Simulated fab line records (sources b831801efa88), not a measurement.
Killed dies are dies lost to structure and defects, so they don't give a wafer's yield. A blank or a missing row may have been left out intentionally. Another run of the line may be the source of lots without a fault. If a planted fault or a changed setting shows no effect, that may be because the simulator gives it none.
A struck lot beside a sound one ; flow sky130 ; 17 out of 708 route steps
Sound: these wafers, L363.2, L363.5, L363.6. Struck: wafer L376.6. (L376.2, L376.3 of the same lot were not struck and are left out.) The cause comes at the end.
Order at every step that has rows: each side's tool, ch and its chambers, its first start. Under that, the readings that differ: sound wafers ; struck wafers ; difference of the means ; sigmas: that difference in standard deviations of wafers without a fault.
alike: a reading whose means differ by less than 2 such deviations, as well as words and numbers matching on both sides. not compared: withheld readings; readings where some wafer has no value; bounds like >300 that might hide an equal value; numbers whose values overlap and for which the record gives no deviation.
Wherever a step has rows on one side only, a row that says differs or no value, or a row with sigmas, the two part there. Non-overlapping numbers with no deviation appear without sigmas and do not part them. A reading missing from all wafers of one side parts the sides only when that side holds two or more wafers.

first, 2 steps without rows for these wafers: SKY_CONTACT_PEB_12; SKY_CONTACT_DEVELOP_13 (develop time 60 s).
SKY_CONTACT_CD_MEAS_14 targets a cd of 170 nm.
  struck on cd-sem-01, day 35 23:02; sound on cd-sem-02, day 31 16:10
  alike: cd-nm
SKY_CONTACT_OVL_MEAS_15:
  struck on overlay-01, day 35 23:09; sound on overlay-01, day 31 16:17
  alike: CONTACT_OVL
then, 1 step without rows for these wafers: SKY_CONTACT_ETCH_16 (etches BARC in N2/H2, stops on SiO2, time 45.9 s, target depth 60 nm).
SKY_CONTACT_ETCH_17: etches SiO2 in C4F8/O2/Ar, stops on Si3N4, target depth 340 nm.
  sound on rie-diel-03 ch 1,2,3, day 31 16:21; struck on rie-diel-02 ch 3, day 35 23:13
  alike: chamber-pressure-mTorr, oes-product-au, rf-fwd-power-W
SKY_CONTACT_ETCH_18: etches Si3N4 in CHF3/O2, stops on TiN, time 39 s, target depth 75 nm.
  sound on rie-diel-03 ch 1,2,3; struck on rie-diel-02 ch 3
  alike: chamber-pressure-mTorr, drypump-motor-current-A, oes-product-au, rf-fwd-power-W, throttle-valve-pct
  not compared: rf-hours-counter-h
SKY_CONTACT_STRIP_19: strips in O2/N2.
  sound on plasma-asher-02 ch 0,1, day 31 16:26; struck on plasma-asher-03 ch 0, day 35 23:19
  alike: chamber-pressure-mTorr, drypump-motor-current-A, oes-product-au, strip-time-to-endpoint-s
  not compared: rf-hours-counter-h
then, 3 steps without rows for these wafers: SKY_CONTACT_STRIP_20 (strips in post etch residue remover, time 1200 s); SKY_CONTACT_CLEAN_21 (cleans in IPA, time 180 s); SKY_CONTACT_CLEAN_22 (cleans in O3/DIW).
SKY_CONTACT_SPUTTER_23: material TiN, target thk 20 nm, time 80 s.
  struck on pvd-sputter-03, day 35 23:54; sound on pvd-sputter-02, day 31 17:02
  alike: throttle-valve-pct
SKY_CONTACT_CVD_24: deposits W, target thk 340 nm, time 102.12 s.
  sound on cvd-w-01 ch 0,1, day 31 17:05; struck on cvd-w-01 ch 0, day 35 23:58
reading;sound;struck;difference;sigmas
model.W_of_CONTACT_CVD_24.thk-nm (nm);339.7 339.7 336.7;261.6;-77.1;
  alike: heater-power-w
SKY_CONTACT_RS_MEAS_25: uses a four-point probe to measure.
  struck on film-metro-04, day 36 00:23; sound on film-metro-04, day 31 17:13
reading;sound;struck;difference;sigmas
CONTACT_W_RS (ohm/sq);0.339 0.339 0.342;0.441;+0.101;+32
  not compared: hold
SKY_CONTACT_THK_MEAS_26: measures by xrf.
  struck on film-metro-04, day 36 04:07; sound on film-metro-04, day 31 17:20
reading;sound;struck;difference;sigmas
CONTACT_W_THK (nm);334 333 328;257;-75;-20
  not compared: hold
SKY_CONTACT_CMP_27: polishes, stops on SiO2, t overpolish 15 s, target thk 0 nm.
  sound on cmp-02 ch 0,1, day 31 17:23; struck on cmp-01 ch 3, day 36 05:29
reading;sound;struck;difference;sigmas
hold;- - -;await-dispo/1.0h/release;no value on the sound wafers;
motor-current-A (A);10.0 11.0 10.1;13.2;+2.8;+2
time-to-endpoint-s (s);76 82 73;65;-12;-4
SKY_METAL1_SPUTTER_00: material Ti, target thk 15 nm, time 10 s.
  struck on pvd-sputter-01, day 36 05:47; sound on pvd-sputter-03, day 31 17:41
  alike: throttle-valve-pct

WHERE THEY PART
Last at SKY_CONTACT_CMP_27 as far as this record goes, first at SKY_CONTACT_RS_MEAS_25. Later steps at which nothing parts them and some readings are alike: SKY_METAL1_SPUTTER_00.

WHY: whatever the simulator had introduced
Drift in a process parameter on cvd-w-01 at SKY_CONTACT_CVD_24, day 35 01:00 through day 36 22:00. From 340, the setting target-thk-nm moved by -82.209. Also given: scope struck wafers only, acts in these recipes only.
